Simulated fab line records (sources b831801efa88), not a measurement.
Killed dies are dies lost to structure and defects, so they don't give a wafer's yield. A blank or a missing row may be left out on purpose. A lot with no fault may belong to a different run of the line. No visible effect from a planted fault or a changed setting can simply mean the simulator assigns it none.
Struck lot and sound lot, side by side	flow sky130	38 out of 708 route steps
Sound: these wafers, L263.2, L263.4, L263.5. Wafers L268.3, L268.5, L268.6 were the ones struck. At the end, the cause is stated.
Per side, at each step with rows, come the tool, then ch with its chambers, and then its first start. Under that, the readings that differ: sound wafers	struck wafers	difference of the means	sigmas: that difference in standard deviations of wafers without a fault.
alike: readings with means less than 2 such deviations apart, plus words and numbers identical on both sides. not compared: withheld readings, readings lacking a value on some wafer, bounds such as >300 that could conceal the same value, and numbers that have no deviation in the record and whose values overlap.
The two part at a step that has a row with sigmas, a row that says differs or no value, or rows on one side only. Numbers that have no deviation but don't overlap get no sigmas and don't part them. Lack of a reading on every wafer of one side parts them only where that side has two or more wafers.

first, 10 steps without rows for these wafers: SKY_RES_PROTECT_DEHYDRATE_00 (time 60 s); SKY_RES_PROTECT_HMDS_01 (prime time 60 s); SKY_RES_PROTECT_COAT_02 (resist thk 1140 nm); SKY_RES_PROTECT_SOFTBAKE_03 (time 60 s); SKY_RES_PROTECT_EXPOSE_04 (exposes mask RPM, target cd 1270 nm); SKY_RES_PROTECT_PEB_05; SKY_RES_PROTECT_DEVELOP_06 (develop time 60 s); SKY_POLY_GATE_IMPLANT_02; SKY_RES_PROTECT_STRIP_07 (strips in O2/N2); SKY_RES_PROTECT_CLEAN_09 (cleans in SC1/SC2, time 150 s).
SKY_POLY_GATE_CVD_03: deposits Si3N4 from DCS/NH3, target thk 75 nm, time 1290 s.
  sound on lpcvd-02 ch 0, day 16 09:24; struck on lpcvd-02 ch 1, day 18 01:01
reading	sound	struck	difference	sigmas
zone power upper pct (%)	13.8 13.5 13.5	12.4 12.5 12.3	-1.2	-2
model.Si3N4_of_POLY_GATE_CVD_03.thk nm (nm)	74.49 74.34 74.37	135.3 135.7 135.6	+61.1	
  alike: spike tc top C, zone power centre pct
SKY_POLY_GATE_THK_MEAS_04:
  sound: film metro-01 at day 16 10:46; struck: film metro-04 at day 18 02:23
reading	sound	struck	difference	sigmas
POLY_GATE_CVD_03_THK (nm)	74.5 74.4 74.3	135.2 135.7 135.6	+61.1	+80
then, 9 steps without rows for these wafers: SKY_POLY_GATE_DEHYDRATE_05 (time 60 s); SKY_POLY_GATE_HMDS_06 (prime time 60 s); SKY_POLY_GATE_COAT_07 (resist thk 110 nm); SKY_POLY_GATE_COAT_08 (resist thk 450 nm); SKY_POLY_GATE_SOFTBAKE_09 (time 90 s); SKY_POLY_GATE_EXPOSE_10 (exposes mask P1M, target cd 150 nm); SKY_POLY_GATE_PEB_11; SKY_POLY_GATE_DEVELOP_12 (develop time 60 s); SKY_POLY_GATE_ETCH_15 (etches BARC in N2/H2, stops on SiO2, time 118.5 s, target depth 110 nm).
SKY_POLY_GATE_ETCH_16: etches Si3N4 in CH3F/O2, stops on poly-Si, time 147.5 s, target depth 75 nm.
  sound on rie diel-02 ch 0,3, day 17 15:16; struck on rie diel-04 ch 1,2, day 19 08:41
reading	sound	struck	difference	sigmas
drypump motor current A (A)	5.6 5.8 5.6	6.6 6.6 6.3	+0.8	+2
oes product au (a.u.)	0.633 0.641 0.637	0.848 0.853 0.853	+0.214	+42
throttle valve pct (%)	10.538 10.528 10.546	10.552 10.557 10.578	+0.025	+3
model.etch.depth nm (nm)	74.49 74.34 74.37	135.3 135.7 135.6	+61.1	
  not compared: rf hours counter h
then, 13 steps without rows for these wafers: SKY_POLY_GATE_ETCH_17 (etches poly-Si in HBr/Cl2, stops on SiO2, target depth 180 nm, time 70.5 s); SKY_POLY_GATE_STRIP_18 (strips in O2/N2); SKY_POLY_GATE_CLEAN_19 (cleans in SC1/SC2, time 150 s); SKY_POLY_GATE_OXIDATION_20 (stabilise 600 s, purge 300 s, target thk 4 nm); SKY_LDD_N_DEHYDRATE_00 (time 60 s); SKY_LDD_N_HMDS_01 (prime time 60 s); SKY_LDD_N_COAT_02 (resist thk 300 nm); SKY_LDD_N_SOFTBAKE_03 (time 60 s); SKY_LDD_N_EXPOSE_04 (exposes mask NTM, target cd 840 nm); SKY_LDD_N_PEB_05; SKY_LDD_N_DEVELOP_06 (develop time 60 s); SKY_LDD_N_IMPLANT_08; SKY_LDD_N_IMPLANT_09.
-- record jumps: 7 days separate the struck wafers' starts on either side; left off in module LDD_N, taken up again in module LDD_LDN, whose first shown step is the route's number 303 --
SKY_LDD_LDN_CLEAN_14: cleans in SC1/SC2, time 150 s.
  sound on wet bench-03 ch 1, day 24 04:10; struck on wet bench-04 ch 1, day 25 23:47
reading	sound	struck	difference	sigmas
model.Si3N4_of_POLY_GATE_CVD_03.thk nm (nm)	74.36 74.2 74.23	135.1 135.6 135.5	+61.1	
SKY_POLY_CUT_ETCH_11: etches Si3N4 in CF4/CH2F2/Ar, stops on poly-Si, time 42.5 s, target depth 60 nm.
  sound on rie diel-02 ch 2,3, day 25 11:43; struck on rie diel-01 ch 2,3, day 27 05:48
reading	sound	struck	difference	sigmas
oes product au (a.u.)	0.830 0.821 0.833	1.010 0.998 1.000	+0.175	+28
model.etch.depth nm (nm)	61.47 61.39 61.38	86.16 84.29 84.91	+23.71	
model.POLY_CUT.feature depth nm (nm)	61.47 61.39 61.38	86.16 84.29 84.91	+23.71	
  alike: drypump motor current A, throttle valve pct
  not compared: rf hours counter h
-- record jumps: 21 days separate the struck wafers' starts on either side; left off in module POLY_CUT, taken up again in module PAD_OPEN, whose first shown step is the route's number 708 --
SKY_PAD_OPEN_PROBE_99:
  sound: prober-02 at day 46 14:31; struck: prober-02 at day 47 21:43
reading	sound	struck	difference	sigmas
killed at front end	21 11 19	426 425 411	+404	+82
killed dies	79 74 73	492 492 492	+417	+38
killed on rim	16 15 13	96 96 96	+81	+24
  alike: killed_at_M0_to_M3, killed_at_M4_up, killed at contacts, killed at other, killed open, killed short

## WHERE THEY PART
At SKY_POLY_GATE_CVD_03 first; at SKY_PAD_OPEN_PROBE_99 last (within this record only).

WHY: whatever the simulator had introduced
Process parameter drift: lpcvd-02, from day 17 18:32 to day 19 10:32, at SKY_POLY_GATE_CVD_03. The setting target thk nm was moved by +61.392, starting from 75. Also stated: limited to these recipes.
